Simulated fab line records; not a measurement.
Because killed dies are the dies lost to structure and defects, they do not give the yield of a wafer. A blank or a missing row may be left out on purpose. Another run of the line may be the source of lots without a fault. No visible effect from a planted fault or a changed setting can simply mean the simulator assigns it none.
fab line records	flow sky130
[record] lots = 7	wafers = 21	last-day = 50
route steps=708 shown SPACER@306 POLY_CUT@307 PAD_OPEN@708
lots untouched by any fault: they come from a run of this same line in which no faults occurred
start-h: start of the lot's first displayed wafer, in hours after the record's first day	wait-h: hours from the lot's prior step to this one	" identical to the entry in the row above	L1.1+2: a single row standing in for several wafers	- no value, or no start was given	* or withheld: withheld	< > ~ a bound
route shown NAME@n: a module of which the file shows steps, and the number in the route of the first	usual: average and standard deviation across the fault-free wafers	same: alike in all rows	chamber/n: place in a boat	sites: each site's reading	_std_site: standard deviation of those values	_edge_site: inner sites' mean taken away from outer sites' mean	radius-mm: how far each site lies from the wafer's centre	mask NAME#n: copy n	behind: the last tool/chamber to shape the wafer	hold: cause of the lot's hold/its duration in hours/its outcome	device: the transistor (n, p or np) that didn't switch	end of line: the route-end tests of the same wafers	where a step has no rows: the recipe by itself	killed: at the first sort, the dies lost to defects and structure; wafer yield is something else	map: the dies of a wafer, with x for killed, . for not killed, _ for no die there
set.NAME: setting as actually run; set.NAME@STEP: the setting as run at that earlier step	model.NAME: the simulator's own value behind a step, which no gauge read
lots at selected steps of the route; one table per step, one row per wafer
services: the hour from which a tool's chamber was out of use, counted from the record's first day as start-h (under 0 if before that day), plus the number of hours and why
[[steps]]
[step SKY_SPACER_ETCHBACK_02]
[recipe] chemistry = CH3F/O2	target = Si3N4	stop-on = SiO2	source-w = 400	bias-w = 80	pressure-mtorr = 25	ch3f-flow-sccm = 40	O2_flow_sccm = 30	time-s = 46.7	target-depth-a = 450
[usual] chamber-pressure-mTorr = 25.003/0.023	drypump-motor-current-A = 5.6/0.43	oes-product-au = 0.853/0.0064	throttle-valve-pct = 10.563/0.0093
[same] time-s = 46.7
lot.wafer	tool	chamber	start-h	wait-h	chamber-pressure-mTorr	drypump-motor-current-A	oes-product-au	rf-hours-counter-h	throttle-valve-pct
L173.3	rie-diel-01	1	563.72	0.0	25.024	5.3	0.854	4	10.575
L173.4	"	0	"	"	24.988	5.6	0.863	5	10.570
L173.6	"	3	"	"	24.980	5.4	0.854	-	10.551
L179.1	rie-diel-01	0	621.96	0.1	24.988	5.7	0.860	6	10.565
L179.3	"	3	"	"	25.001	5.4	0.872	9	10.552
L179.6	"	0	"	"	25.054	5.7	0.849	-	10.569
L187.1	rie-diel-03	1	681.80	0.1	24.989	4.7	0.854	47	10.558
L187.3	"	2	"	"	24.991	5.7	0.861	9	10.565
L187.6	"	2	"	"	24.981	5.7	0.853	-	10.565
L188.3	rie-diel-03	1	707.70	0.0	25.007	4.7	0.849	48	10.564
L188.4	"	0	"	"	24.996	6.2	0.847	6	10.563
L188.5	"	0	"	"	24.977	6.2	0.849	-	10.569
L189.2	rie-diel-04	3	707.70	0.0	24.973	5.7	0.844	9	10.537
L189.4	"	3	"	"	25.028	5.7	0.850	-	10.566
L189.6	"	0	"	"	25.026	6.2	0.843	-	10.567
L190.1	rie-diel-01	2	711.32	0.1	24.996	6.0	0.840	4	10.562
L190.3	"	0	"	"	24.988	5.6	0.849	8	10.565
L190.4	"	3	"	"	25.049	5.4	0.848	11	10.575
L192.1	rie-diel-03	1	726.13	0.1	25.020	4.7	0.851	48	10.569
L192.3	"	2	"	"	24.992	5.7	0.852	9	10.559
L192.6	"	3	"	"	25.018	5.3	0.854	-	10.560
[step SKY_POLY_CUT_DEHYDRATE_00]
[recipe] temp-c = 200	time-s = 60
[step SKY_POLY_CUT_HMDS_01]
[recipe] prime-time-s = 60	prime-temp-c = 120
[step SKY_POLY_CUT_COAT_02]
[recipe] resist = BARC	temp-c = withheld	time-s = withheld	spin-rpm = 3000	resist-thk-nm = 60
[step SKY_POLY_CUT_COAT_03]
[recipe] resist = KrF-thick	spin-rpm = 3000	resist-thk-nm = 450
[step SKY_POLY_CUT_SOFTBAKE_04]
[recipe] temp-c = 100	time-s = 90	resist = KrF-thick
[step SKY_POLY_CUT_EXPOSE_05]
[recipe] mask-id = NPCM	na = 0.8	source-shape = annular	sigma-inner = 0.55	sigma-outer = 0.85	target-cd-nm = 270	dose-mj = 32
[step SKY_POLY_CUT_PEB_06]
[recipe] peb-temp-c = withheld	peb-time-s = withheld	resist = KrF-thick
[step SKY_POLY_CUT_DEVELOP_07]
[recipe] develop-time-s = 60	resist = KrF-thick	dev-temp-c = 21
[step SKY_POLY_CUT_CD_MEAS_08]
[recipe] target-cd-nm = 270
[usual] cd-nm = 270.0/1.7
lot.wafer	tool	chamber	start-h	wait-h	cd-nm
L173.3	cd-sem-02	-	594.01	-	269.9
L173.4	"	-	"	"	269.8
L173.6	"	-	"	"	268.5
L179.1	cd-sem-01	-	650.74	-	272.4
L179.3	"	-	"	"	271.1
L179.6	"	-	"	"	271.0
L187.1	cd-sem-02	-	708.48	-	269.3
L187.3	"	-	"	"	269.6
L187.6	"	-	"	"	269.4
L188.3	cd-sem-01	-	735.87	-	274.0
L188.4	"	-	"	"	271.6
L188.5	"	-	"	"	273.9
L189.2	cd-sem-01	-	735.97	-	266.3
L189.4	"	-	"	"	265.9
L189.6	"	-	"	"	267.4
L190.1	cd-sem-02	-	739.01	-	271.4
L190.3	"	-	"	"	270.8
L190.4	"	-	"	"	270.9
L192.1	cd-sem-02	-	753.73	-	267.4
L192.3	"	-	"	"	269.2
L192.6	"	-	"	"	269.6
[step SKY_POLY_CUT_OVL_MEAS_09]
[usual] POLY_CUT_OVL = 1/5.6
lot.wafer	tool	chamber	start-h	wait-h	POLY_CUT_OVL[nm]
L173.3	overlay-02	-	594.10	0.1	-2
L173.4	"	-	"	"	-1
L173.6	"	-	"	"	-3
L179.1	overlay-02	-	650.86	0.1	6
L179.3	"	-	"	"	11
L179.6	"	-	"	"	-5
L187.1	overlay-02	-	708.60	0.1	4
L187.3	"	-	"	"	7
L187.6	"	-	"	"	5
L188.3	overlay-01	-	735.96	0.1	5
L188.4	"	-	"	"	-4
L188.5	"	-	"	"	0
L189.2	overlay-02	-	736.07	0.1	7
L189.4	"	-	"	"	8
L189.6	"	-	"	"	7
L190.1	overlay-01	-	739.13	0.1	-2
L190.3	"	-	"	"	-2
L190.4	"	-	"	"	-1
L192.1	overlay-02	-	753.85	0.1	11
L192.3	"	-	"	"	15
L192.6	"	-	"	"	5
[step SKY_POLY_CUT_ETCH_10]
[recipe] chemistry = N2/H2	target = BARC	ion-energy-ev = 200	source-w = 500	bias-w = 100	pressure-mtorr = 30	n2-flow-sccm = 100	h2-flow-sccm = 200	stop-on = SiO2	time-s = 45.9	target-depth-a = 600
[usual] bias-w = 99.98/0.28	chamber-pressure-mTorr = 30.000/0.025	drypump-motor-current-A = 5.8/0.4	h2-flow-sccm = 199.9/0.57	oes-product-au = 0.855/0.0049	throttle-valve-pct = 13.223/0.009
[same] time-s = 45.9
lot.wafer	tool	chamber	start-h	wait-h	bias-w	chamber-pressure-mTorr	drypump-motor-current-A	h2-flow-sccm	oes-product-au	rf-hours-counter-h	throttle-valve-pct
L173.3	rie-diel-02	1	594.13	0.0	99.55	29.973	6.0	200.6	0.856	57	13.234
L173.4	"	2	"	"	100.04	29.981	5.7	199.8	0.852	-	13.212
L173.6	"	1	"	"	99.88	30.023	6.0	200.5	0.862	-	13.220
L179.1	rie-diel-04	2	650.90	0.0	100.14	29.983	5.1	200.3	0.852	1	13.236
L179.3	"	1	"	"	99.97	30.012	5.5	200.2	0.855	11	13.230
L179.6	"	2	"	"	100.41	30.005	5.1	200.4	0.862	-	13.230
L187.1	rie-diel-01	2	708.64	0.0	99.83	30.001	6.0	200.3	0.855	4	13.222
L187.3	"	0	"	"	99.65	30.007	5.6	198.6	0.861	7	13.238
L187.6	"	3	"	"	100.01	30.035	5.4	198.9	0.853	-	13.226
L188.3	rie-diel-02	3	735.98	0.0	100.02	29.960	6.6	199.8	0.857	4	13.217
L188.4	"	0	"	"	99.27	30.021	6.1	202.0	0.863	10	13.220
L188.5	"	0	"	"	99.67	30.016	6.1	201.4	0.855	-	13.237
L189.2	rie-diel-01	3	736.10	0.0	99.69	30.000	5.3	200.1	0.846	11	13.212
L189.4	"	2	"	"	100.17	29.980	6.0	199.1	0.861	5	13.231
L189.6	"	0	"	"	100.08	29.997	5.6	200.4	0.848	-	13.229
L190.1	rie-diel-04	3	739.16	0.0	100.08	29.970	5.7	199.8	0.866	10	13.227
L190.3	"	0	"	"	100.32	29.979	6.2	199.9	0.861	3	13.220
L190.4	"	2	"	"	100.13	30.018	5.1	200.5	0.862	3	13.238
L192.1	rie-diel-02	3	753.89	0.0	99.52	29.998	6.6	200.1	0.860	5	13.234
L192.3	"	0	"	"	100.39	30.051	6.1	199.1	0.858	10	13.214
L192.6	"	1	"	"	99.61	30.016	6.0	200.2	0.851	-	13.223
[step SKY_POLY_CUT_ETCH_11]
[recipe] target = Si3N4	chemistry = CF4/CH2F2/Ar	stop-on = poly-Si	source-w = 600	bias-w = 150	pressure-mtorr = 40	cf4-flow-sccm = 40	ch2f2-flow-sccm = 20	Ar_flow_sccm = 150	time-s = 42.5	target-depth-a = 600
[usual] bias-w = 150.1/0.45	cf4-flow-sccm = 40.01/0.12	ch2f2-flow-sccm = 20.00/0.062	chamber-pressure-mTorr = 40.00/0.038	drypump-motor-current-A = 5.8/0.4	oes-product-au = 0.827/0.0056	throttle-valve-pct = 14.996/0.0082	time-s = 42.5/0
lot.wafer	tool	chamber	start-h	wait-h	bias-w	cf4-flow-sccm	ch2f2-flow-sccm	chamber-pressure-mTorr	drypump-motor-current-A	oes-product-au	rf-hours-counter-h	throttle-valve-pct	time-s
L173.3	rie-diel-02	1	594.17	0.0	150.0	40.11	19.95	39.98	6.0	0.816	57	15.001	42.5
L173.4	"	2	"	"	150.5	40.04	20.02	40.01	5.7	0.819	-	15.003	42.5
L173.6	"	1	"	"	150.2	40.11	19.97	39.90	6.0	0.824	-	14.996	42.5
L179.1	rie-diel-04	2	650.94	0.0	150.0	40.24	20.03	40.01	5.1	0.829	1	14.991	42.5
L179.3	"	1	"	"	149.5	40.17	19.95	39.90	5.5	0.827	11	15.002	42.5
L179.6	"	2	"	"	149.8	39.99	19.94	39.95	5.2	0.837	-	14.998	42.5
L187.1	rie-diel-01	2	708.68	0.0	-	-	-	-	-	-	-	-	-
L187.3	"	0	"	"	-	-	-	-	-	-	-	-	-
L187.6	"	3	"	"	-	-	-	-	-	-	-	-	-
L188.3	rie-diel-02	3	736.02	0.0	-	-	-	-	-	-	-	-	-
L188.4	"	0	"	"	-	-	-	-	-	-	-	-	-
L188.5	"	0	"	"	-	-	-	-	-	-	-	-	-
L189.2	rie-diel-01	3	736.14	0.0	-	-	-	-	-	-	-	-	-
L189.4	"	2	"	"	-	-	-	-	-	-	-	-	-
L189.6	"	0	"	"	-	-	-	-	-	-	-	-	-
L190.1	rie-diel-04	3	739.20	0.0	150.6	40.08	19.95	40.03	5.7	0.822	10	14.987	42.5
L190.3	"	0	"	"	150.3	39.97	19.90	40.00	6.3	0.832	3	14.981	42.5
L190.4	"	2	"	"	150.5	40.14	20.04	39.94	5.1	0.828	3	14.991	42.5
L192.1	rie-diel-02	3	753.93	0.0	149.7	39.90	19.94	40.02	6.6	0.832	5	14.997	42.5
L192.3	"	0	"	"	150.4	39.88	19.96	39.94	6.1	0.812	10	14.989	42.5
L192.6	"	1	"	"	150.3	39.82	20.03	40.00	6.0	0.820	-	15.010	42.5
[step SKY_POLY_CUT_STRIP_12]
[recipe] chemistry = O2/N2	power-w = 1400	pressure-mtorr = 1500	platen-temp-c = withheld	o2-flow-sccm = 3000	n2-flow-sccm = 300	overash-fraction = 0.5
[usual] chamber-pressure-mTorr = 1500.0/1.4	drypump-motor-current-A = 5.9/0.48	oes-product-au = 0.452/0.0045	strip-time-to-endpoint-s = 5.354/0.02
lot.wafer	tool	chamber	start-h	wait-h	chamber-pressure-mTorr	drypump-motor-current-A	oes-product-au	rf-hours-counter-h	strip-time-to-endpoint-s
L173.3	plasma-asher-01	0	594.24	0.1	1503.5	6.5	0.452	-	5.374
L173.4	"	1	"	"	1496.9	6.6	0.450	-	5.356
L173.6	"	1	"	"	1500.0	6.5	0.451	-	5.356
L179.1	plasma-asher-03	1	650.98	0.0	1499.2	5.8	0.457	21	5.380
L179.3	"	1	"	"	1500.9	5.7	0.452	-	5.376
L179.6	"	0	"	"	1497.7	5.6	0.459	-	5.383
L187.1	plasma-asher-03	0	708.72	0.0	1499.8	5.6	0.451	27	5.364
L187.3	"	1	"	"	1503.3	5.7	0.449	-	5.340
L187.6	"	1	"	"	1500.7	5.7	0.451	-	5.358
L188.3	plasma-asher-03	1	736.10	0.1	1499.2	5.7	0.453	-	5.344
L188.4	"	0	"	"	1496.0	5.6	0.454	-	5.353
L188.5	"	0	"	"	1500.4	5.6	0.451	-	5.354
L189.2	plasma-asher-01	0	736.18	0.0	1500.3	6.5	0.448	92	5.384
L189.4	"	0	"	"	1499.7	6.5	0.457	-	5.377
L189.6	"	0	"	"	1498.2	6.5	0.453	-	5.355
L190.1	plasma-asher-01	0	739.34	0.1	1500.4	6.5	0.452	92	5.347
L190.3	"	0	"	"	1500.5	6.5	0.446	-	5.359
L190.4	"	1	"	"	1499.8	6.6	0.449	-	5.332
L192.1	plasma-asher-02	0	753.97	0.0	1500.4	5.3	0.457	1	5.337
L192.3	"	0	"	"	1498.9	5.3	0.449	-	5.365
L192.6	"	0	"	"	1501.2	5.3	0.459	-	5.354
[step SKY_PAD_OPEN_PROBE_99]
[usual] killed_at_M0_to_M3 = 45/6.8	killed_at_M4_up = 3.2/1.6	killed-at-contacts = 24/5.1	killed-at-front-end = 14/4.4	killed-at-other = 0.4/0.65	killed-dies = 87/8.8	killed-on-rim = 17/3.6	killed-open = 47/7.2	killed-short = 39/6.1
[same] gross-dies = 492	killed-at-back-side = 0
lot.wafer	tool	chamber	start-h	wait-h	killed_at_M0_to_M3	killed_at_M4_up	killed-at-contacts	killed-at-front-end	killed-at-other	killed-dies	killed-on-rim	killed-open	killed-short
L187.1	prober-02	-	1176.83	0.1	38	4	17	433	0	492	96	43	27
L187.3	prober-02	-	1176.93	0.2	48	2	27	415	0	492	96	50	38
L187.6	prober-02	-	1177.08	0.2	42	5	23	422	0	492	96	44	43
L188.3	prober-01	-	1193.57	0.2	41	3	20	428	0	492	96	38	37
L188.4	prober-01	-	1193.62	0.2	49	2	20	421	0	492	96	44	43
L188.5	prober-01	-	1193.67	0.2	55	3	30	404	0	492	96	50	52
L189.2	prober-02	-	1195.17	0.1	55	5	22	409	1	492	96	49	43
L189.4	prober-02	-	1195.27	0.2	44	7	23	418	0	492	96	51	37
L189.6	prober-02	-	1195.37	0.2	38	1	30	423	0	492	96	37	37
// killed by level:class
L187.1 POLY_CUT:area-etch=422 VIA2:geometric-particle:open=7 CONTACT:geometric-particle:open=6 VIA3:geometric-particle:open=6 VIA1:geometric-particle:short=5 VIA1:geometric-particle:open=5 LI_CONTACT:geometric-particle:short=4 FIELD_ISO:geometric-particle:open=3
L187.3 POLY_CUT:area-etch=404 CONTACT:geometric-particle:open=15 VIA1:geometric-particle:open=9 VIA1:geometric-particle:short=8 CONTACT:geometric-particle:short=6 LI_CONTACT:geometric-particle:open=5 VIA2:geometric-particle:open=5 VIA3:geometric-particle:open=5
L187.6 POLY_CUT:area-etch=405 VIA1:geometric-particle:open=10 CONTACT:geometric-particle:open=9 METAL2:geometric-particle:short=8 METAL1:geometric-particle:short=6 FIELD_ISO:geometric-particle:open=5 VIA2:geometric-particle:open=5 FIELD_ISO:geometric-particle:short=4
L188.3 POLY_CUT:area-etch=417 LI_CONTACT:geometric-particle:open=7 CONTACT:geometric-particle:open=7 VIA1:geometric-particle:open=7 VIA1:geometric-particle:short=6 VIA3:geometric-particle:short=6 FIELD_ISO:geometric-particle:open=5 VIA2:geometric-particle:open=5
L188.4 POLY_CUT:area-etch=405 VIA1:geometric-particle:open=10 VIA2:geometric-particle:open=6 METAL1:geometric-particle:short=6 VIA3:geometric-particle:open=6 POLY_GATE:geometric-particle:open=5 LI_CONTACT:geometric-particle:open=5 CONTACT:geometric-particle:open=5
L188.5 POLY_CUT:area-etch=390 VIA2:geometric-particle:open=12 LOCAL_INTERCONNECT:geometric-particle:short=8 METAL1:geometric-particle:short=8 VIA1:geometric-particle:open=8 FIELD_ISO:geometric-particle:short=7 CONTACT:geometric-particle:short=7 METAL3:geometric-particle:short=7
L189.2 POLY_CUT:area-etch=400 CONTACT:geometric-particle:open=10 LI_CONTACT:geometric-particle:open=9 VIA1:geometric-particle:short=8 VIA1:geometric-particle:open=8 METAL2:geometric-particle:short=8 VIA3:geometric-particle:open=8 VIA2:geometric-particle:open=7
L189.4 POLY_CUT:area-etch=403 VIA2:geometric-particle:open=12 VIA1:geometric-particle:open=9 LI_CONTACT:geometric-particle:open=9 POLY_GATE:geometric-particle:short=7 METAL4:geometric-particle:short=7 CONTACT:geometric-particle:open=6 METAL1:geometric-particle:short=6
L189.6 POLY_CUT:area-etch=417 CONTACT:geometric-particle:open=11 CONTACT:geometric-particle:short=8 METAL1:geometric-particle:short=6 VIA3:geometric-particle:open=6 VIA1:geometric-particle:open=6 VIA3:geometric-particle:short=6 METAL2:geometric-particle:short=5
// map L187.1 (x killed, . not)
__________xxxxxxxxxx_________
________xxxxxxxxxxxxxx_______
______xxxxxxxxxxxxxxxxxx_____
_____xxxxxxxxxxxxxxxxxxxx____
____xxxxxxxxxxxxxxxxxxxxxx___
___xxxxxxxxxxxxxxxxxxxxxxxx__
__xxxxxxxxxxxxxxxxxxxxxxxxxx_
_xxxxxxxxxxxxxxxxxxxxxxxxxxxx
_xxxxxxxxxxxxxxxxxxxxxxxxxxxx
_xxxxxxxxxxxxxxxxxxxxxxxxxxxx
_xxxxxxxxxxxxxxxxxxxxxxxxxxxx
_xxxxxxxxxxxxxxxxxxxxxxxxxxxx
_xxxxxxxxxxxxxxxxxxxxxxxxxxxx
_xxxxxxxxxxxxxxxxxxxxxxxxxxxx
_xxxxxxxxxxxxxxxxxxxxxxxxxxxx
__xxxxxxxxxxxxxxxxxxxxxxxxxx_
___xxxxxxxxxxxxxxxxxxxxxxxx__
____xxxxxxxxxxxxxxxxxxxxxx___
_____xxxxxxxxxxxxxxxxxxxx____
______xxxxxxxxxxxxxxxxxx_____
________xxxxxxxxxxxxxx_______
__________xxxxxxxxxx_________
// map L188.3 (x killed, . not)
__________xxxxxxxxxx_________
________xxxxxxxxxxxxxx_______
______xxxxxxxxxxxxxxxxxx_____
_____xxxxxxxxxxxxxxxxxxxx____
____xxxxxxxxxxxxxxxxxxxxxx___
___xxxxxxxxxxxxxxxxxxxxxxxx__
__xxxxxxxxxxxxxxxxxxxxxxxxxx_
_xxxxxxxxxxxxxxxxxxxxxxxxxxxx
_xxxxxxxxxxxxxxxxxxxxxxxxxxxx
_xxxxxxxxxxxxxxxxxxxxxxxxxxxx
_xxxxxxxxxxxxxxxxxxxxxxxxxxxx
_xxxxxxxxxxxxxxxxxxxxxxxxxxxx
_xxxxxxxxxxxxxxxxxxxxxxxxxxxx
_xxxxxxxxxxxxxxxxxxxxxxxxxxxx
_xxxxxxxxxxxxxxxxxxxxxxxxxxxx
__xxxxxxxxxxxxxxxxxxxxxxxxxx_
___xxxxxxxxxxxxxxxxxxxxxxxx__
____xxxxxxxxxxxxxxxxxxxxxx___
_____xxxxxxxxxxxxxxxxxxxx____
______xxxxxxxxxxxxxxxxxx_____
________xxxxxxxxxxxxxx_______
__________xxxxxxxxxx_________
[[services]]
tool	chamber	start-h	hours	kind
rie-diel-01	0	546.79	13.9	repair
rie-diel-04	3	547.45	15.7	repair
plasma-asher-01	-	548.97	6.7	repair
rie-diel-04	-	550.90	0.5	repair
rie-diel-03	1	561.45	1.8	repair
rie-diel-03	1	570.67	4.4	repair
rie-diel-04	-	590.11	0.2	repair
rie-diel-02	0	593.93	2.2	repair
rie-diel-01	0	601.28	1.6	repair
rie-diel-03	-	610.18	4.3	pm
rie-diel-03	1	627.70	18.6	repair
rie-diel-02	3	636.34	4.9	repair
rie-diel-03	2	647.58	8.5	repair
rie-diel-02	1	659.57	6.2	repair
rie-diel-02	0	663.10	20.9	repair
rie-diel-04	-	665.86	2.8	pm
rie-diel-02	1	677.84	18.0	repair
rie-diel-04	2	698.15	28.5	repair
rie-diel-04	3	708.87	3.9	repair
rie-diel-01	0	712.86	9.8	repair
rie-diel-03	-	731.83	0.1	repair
rie-diel-04	1	739.51	1.7	repair
rie-diel-01	-	749.33	14.6	pm
rie-diel-04	1	752.53	7.6	repair
[[key]]
[first-sign] step = SKY_POLY_CUT_ETCH_11	reading = tool-record	direction = missing
[effect] step = SKY_PAD_OPEN_PROBE_99	reading = killed-at-front-end	direction = up	sigmas = 92	usual = 14	struck = 419
[more-kills-born-at] SKY_POLY_CUT_ETCH_11@rie-diel-01 = 2451	SKY_POLY_CUT_ETCH_11@rie-diel-02 = 1212
met-at SKY_POLY_CUT_ETCH_11
struck-wafers L187.1,L187.3,L187.6,L188.3,L188.4,L188.5,L189.2,L189.4,L189.6
later-rows-left-out L187.1,L187.3,L187.6,L188.3,L188.4,L188.5,L189.2,L189.4,L189.6
tester-left-out L187,L188,L189
onset-between 594.17 708.68
[fault] kind = skipped-step-whole	tool = rie-diel-01,rie-diel-02	chamber = -	onset-h = 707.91	steps = SKY_POLY_CUT_ETCH_11	scope = struck-lots-only
// tester-left-out: of these lots the tester's yield and bins aren't shown, on N5 and GAA mostly nor the transistor test; their killed dies are dies lost to structure and defects alone, not to doping, threshold or leakage, so they don't give the yield
// later-rows-left-out: the simulator's readings of these wafers behind a module that went badly wrong aren't trusted and aren't shown, but for the sort
